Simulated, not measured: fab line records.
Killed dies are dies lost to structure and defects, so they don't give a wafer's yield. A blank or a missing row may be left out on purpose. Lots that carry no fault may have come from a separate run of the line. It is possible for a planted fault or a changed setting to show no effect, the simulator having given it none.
Chamber matching ; flow gf180mcu ; GF_STI_ETCH_14 on rie si-02: 4 sister chambers
The step etches Si in HBr/Cl2/O2, target depth 360 nm, time 102.9 s. 18 wafers are shown with their chamber, then 9 later ones without.

WAFERS PAIRED WITH THEIR CHAMBERS
wafer;chamber;drypump motor current A (A);he backside leak sccm (sccm);run length s (s)
L462.2;3;6.2;2.57;131.4
L462.3;1;5.4;2.33;131.7
L462.6;3;6.1;2.72;131.6
L463.4;1;5.3;2.30;131.4
L463.5;3;6.2;2.66;131.8
L463.6;2;6.1;2.64;131.5
L464.1;2;6.1;2.61;131.8
L464.2;1;5.4;2.27;131.5
L464.5;2;6.1;2.51;131.9
L469.3;3;6.2;2.60;131.4
L469.4;0;4.9;2.64;131.1
L469.6;1;5.4;2.28;131.5
L470.2;1;5.4;2.33;131.2
L470.4;0;4.9;2.63;130.8
L470.6;1;5.4;2.33;131.4
L477.1;1;5.3;2.31;131.9
L477.2;0;4.9;2.61;131.0
L477.3;3;6.2;2.53;131.6

SIGNATURES (means of the wafers above)
reading;chamber 0;chamber 1;chamber 2;chamber 3;scatter within a chamber
drypump motor current A;4.900;5.371;6.100;6.180;0.0399
he backside leak sccm;2.6267;2.3071;2.5867;2.6160;0.0507
run length s;130.967;131.514;131.733;131.560;0.199
Rule: for each reading, subtract the chamber's mean from the wafer's reading, divide by that reading's scatter and square the result; add these up over the readings and take the root, which gives the wafer's distance from the chamber. The wafer belongs to the nearest chamber; if the next one is less than 2 further off, it can't be placed. The scatter: take each reading less its chamber's mean, square it, sum over the shown wafers, divide by the number of wafers less the number of chambers, and take the root.

WAFERS MISSING THEIR CHAMBER
wafer;drypump motor current A (A);he backside leak sccm (sccm);run length s (s)
L478.1;5.4;2.34;131.6
L478.3;6.0;2.54;131.3
L478.5;4.9;2.64;131.2
L481.2;6.1;3.08;131.4
L481.3;5.4;2.28;131.9
L481.5;6.2;2.70;131.4
L483.1;6.2;2.74;131.5
L483.3;5.4;2.36;131.4
L483.4;4.8;2.60;131.1

THE CHAMBER EACH PASSED THROUGH
wafer;from the rows above;in truth
L478.1;1;1
L478.3;can't be placed: 2 or 3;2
L478.5;0;0
L481.2;can't be placed: 3 or 2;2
L481.3;1;1
L481.5;can't be placed: 3 or 2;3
L483.1;can't be placed: 3 or 2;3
L483.3;1;1
L483.4;0;0
Placed correctly: 5 of 9. Unplaceable from these rows: 4, with the true chamber sitting among the candidates in 4. Wrongly placed: 0.
